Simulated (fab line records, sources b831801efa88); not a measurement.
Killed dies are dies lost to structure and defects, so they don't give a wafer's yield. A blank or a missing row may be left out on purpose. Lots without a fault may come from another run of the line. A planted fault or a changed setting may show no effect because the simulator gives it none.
Problem report in the 8D (eight disciplines) form, filled by code | flow gf180mcu | the parts of the form that need people (team, actions taken, sign-off) are left out

1. THE PROBLEM
chamber_pressure_pa at GF_M3_SPUTTER_02 reads a mean of 0.3778 Pa on 6 wafers of 2 lots; wafers without a fault read 0.4001 Pa with a standard deviation of 0.00086. That is -26 standard deviations from the usual mean.
The step: material AlCu, target thk 450 nm, time 23.9 s.
First seen on wafer L528.1, day 25 02:48, on pvd_sputter-03. The record holds 39 wafers of 13 lots with a number at this step. Rule for "out", or "out of limits": more than 4 standard deviations from the usual mean. The other wafers with a number count as sound.

2. WHAT IT IS AND WHAT IT IS NOT
question                    | is                     | is not
which readings at this step | chamber_pressure_pa    | throttle_valve_pct
which lots                  | L528, L529             | L515, L516, L517, L518, L519, L521, L532, L533, L534, L535, L538
which wafers of those lots  | all that have a number | -
read on which tools         | pvd_sputter-03         | pvd_sputter-02, pvd_sputter-04
when                        | from day 25 02:48      | up to then (18 sound wafers); but 15 sound wafers of L532, L533, L534, L535, L538 came after

3. SUSPECTS, AND WHAT RULES EACH OUT
Counting: a tool at a process step up to the reading stays a suspect if it ran every lot that is out and no sound lot after the first of them.
- pvd_sputter-03 at GF_M3_SPUTTER_02 (material AlCu, target thk 450 nm, time 23.9 s): kept. It ran every lot that is out, first L528 (day 25 02:48), and no sound lot after that; its last sound lot up to then is L521 (day 22 15:41). Its own readings are out on those wafers: chamber_pressure_pa.
Left after counting: pvd_sputter-03 at GF_M3_SPUTTER_02.

4. THE CAUSE (what the simulator had put in)
Process parameter drift: pvd_sputter-03, from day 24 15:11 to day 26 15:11, at GF_M3_SPUTTER_02. Setting chamber_pressure_pa, moved by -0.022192, from 0.4. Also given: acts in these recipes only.
Counting left only this tool.

5. THE CHAIN OF EFFECTS, in route order
Each row: a reading whose mean over the struck wafers that have a number lies more than 3 standard deviations from the usual. Only readings for which the record gives a usual standard deviation are gone through. hours: the time from each lot's start at the first step in this table that gives one to its start at this step, as a median over the lots. sigmas: the change in usual standard deviations.
hours | step             | reading             | usual     | on struck wafers | change  | sigmas
0     | GF_M3_SPUTTER_02 | chamber_pressure_pa | 0.4001 Pa | 0.3778           | -0.0223 | -26
The process steps in it:
- GF_M3_SPUTTER_02: material AlCu, target thk 450 nm, time 23.9 s.
Later measuring or inspecting steps at which every struck wafer that the step has a row for has a number for every such reading, and none has moved that far: GF_M3_THK_MEAS_06.

6. WHAT WOULD HAVE CAUGHT IT SOONER
In this record the first reading out of limits was taken at day 25 02:48, 12 hours after the fault began at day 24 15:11.
